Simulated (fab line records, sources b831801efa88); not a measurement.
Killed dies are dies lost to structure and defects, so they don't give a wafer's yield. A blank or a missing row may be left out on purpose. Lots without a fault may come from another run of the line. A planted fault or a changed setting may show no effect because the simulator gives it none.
Problem report in the 8D (eight disciplines) form, filled by code | flow sky130 | the parts of the form that need people (team, actions taken, sign-off) are left out

1. THE PROBLEM
GATE_OXIDE_OXIDATION_00_THK at SKY_GATE_OXIDE_THK_MEAS_02 reads a mean of 16.05 nm on 6 wafers of 2 lots; wafers without a fault read 10.32 nm with a standard deviation of 0.21. That is +27 standard deviations from the usual mean.
First seen on wafer L426.1, day 16 05:10, on film_metro-02. The record holds 33 wafers of 11 lots with a number at this step. Rule for "out", or "out of limits": more than 4 standard deviations from the usual mean. The other wafers with a number count as sound.

2. WHAT IT IS AND WHAT IT IS NOT
question                    | is                           | is not
which readings at this step | GATE_OXIDE_OXIDATION_00_THK  | -
which lots                  | L426, L427                   | L417, L419, L420, L422, L424, L436, L437, L438, L439
which wafers of those lots  | all that have a number       | -
read on which gauges        | film_metro-02, film_metro-03 | film_metro-04
when                        | from day 16 05:10            | up to then (15 sound wafers); but 12 sound wafers of L436, L437, L438, L439 came after

3. SUSPECTS, AND WHAT RULES EACH OUT
Counting: a tool at a process step up to the reading stays a suspect if it ran every lot that is out and no sound lot after the first of them.
- the gauge at SKY_GATE_OXIDE_THK_MEAS_02: ruled out. The wafers that are out were read on 2 gauges (film_metro-02, film_metro-03).
- plasma_asher-02 at SKY_VT_ADJUST_PCH_STRIP_09 (strips in O2/N2): ruled out as a lasting fault. Sound lots L437 ran on it after its first lot that is out, L426 (day 13 14:04).
- furnace-01 at SKY_GATE_OXIDE_OXIDATION_01 (stabilise 600 s, purge 300 s, target thk 10.268 nm): ruled out as a lasting fault. Sound lots L436, L437, L439 ran on it after its first lot that is out, L426 (day 16 03:46).
Left after counting: nothing in the record.

4. THE CAUSE (what the simulator had put in)
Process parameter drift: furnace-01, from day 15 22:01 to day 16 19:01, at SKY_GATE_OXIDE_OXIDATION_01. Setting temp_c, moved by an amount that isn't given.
Counting ruled it out, wrongly: the rule takes a fault to strike every lot that its tool runs from its start on, and this one did not.

5. THE CHAIN OF EFFECTS, in route order
Each row: a reading whose mean over the struck wafers that have a number lies more than 3 standard deviations from the usual. Only readings for which the record gives a usual standard deviation are gone through. hours: the time from each lot's start at the first step in this table that gives one to its start at this step, as a median over the lots. sigmas: the change in usual standard deviations.
hours | step                        | reading                     | usual    | on struck wafers | change | sigmas
0     | SKY_GATE_OXIDE_OXIDATION_01 | spike_tc_bottom_C           | 918.2 C  | 959.9            | +41.7  | +28
0     | SKY_GATE_OXIDE_OXIDATION_01 | spike_tc_centre_C           | 899.5 C  | 939.4            | +39.9  | +17
0     | SKY_GATE_OXIDE_OXIDATION_01 | spike_tc_lower_C            | 900.3 C  | 941.8            | +41.5  | +35
0     | SKY_GATE_OXIDE_OXIDATION_01 | spike_tc_top_C              | 906.0 C  | 945.5            | +39.5  | +14
0     | SKY_GATE_OXIDE_OXIDATION_01 | spike_tc_upper_C            | 900.4 C  | 943.5            | +43.1  | +29
0     | SKY_GATE_OXIDE_OXIDATION_01 | tube_center_temp_C          | 899.99 C | 942.47           | +42.48 | +99 or more
0     | SKY_GATE_OXIDE_OXIDATION_01 | tube_center_temp_C_max      | 902.3    | 944.7            | +42.4  | +99 or more
0     | SKY_GATE_OXIDE_OXIDATION_01 | zone_power_centre_pct       | 19.1 %   | 22.5             | +3.4   | +3.4
0     | SKY_GATE_OXIDE_OXIDATION_01 | zone_power_lower_pct        | 18.77 %  | 20.92            | +2.15  | +11
0     | SKY_GATE_OXIDE_OXIDATION_01 | zone_power_top_pct          | 35.9 %   | 40.6             | +4.7   | +3.1
0     | SKY_GATE_OXIDE_OXIDATION_01 | zone_power_upper_pct        | 18.5 %   | 21.2             | +2.7   | +5.2
1     | SKY_GATE_OXIDE_THK_MEAS_02  | GATE_OXIDE_OXIDATION_00_THK | 10.32 nm | 16.05            | +5.73  | +27
The process steps in it:
- SKY_GATE_OXIDE_OXIDATION_01: stabilise 600 s, purge 300 s, target thk 10.268 nm.
Later measuring or inspecting steps at which every struck wafer that the step has a row for has a number for every such reading, and none has moved that far: SKY_GATE_OXIDE_OVL_MEAS_10.

6. WHAT WOULD HAVE CAUGHT IT SOONER
In this record the first reading out of limits at a measuring or inspecting step was taken at day 16 05:10, 7 hours after the fault began at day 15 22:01.
The tool's own readings at SKY_GATE_OXIDE_OXIDATION_01 were out on every struck wafer that the step has a row for (spike_tc_bottom_C, spike_tc_centre_C, spike_tc_lower_C, spike_tc_top_C, spike_tc_upper_C, tube_center_temp_C, tube_center_temp_C_max, zone_power_lower_pct, zone_power_upper_pct): an alarm limit on them would have fired on the first of those.
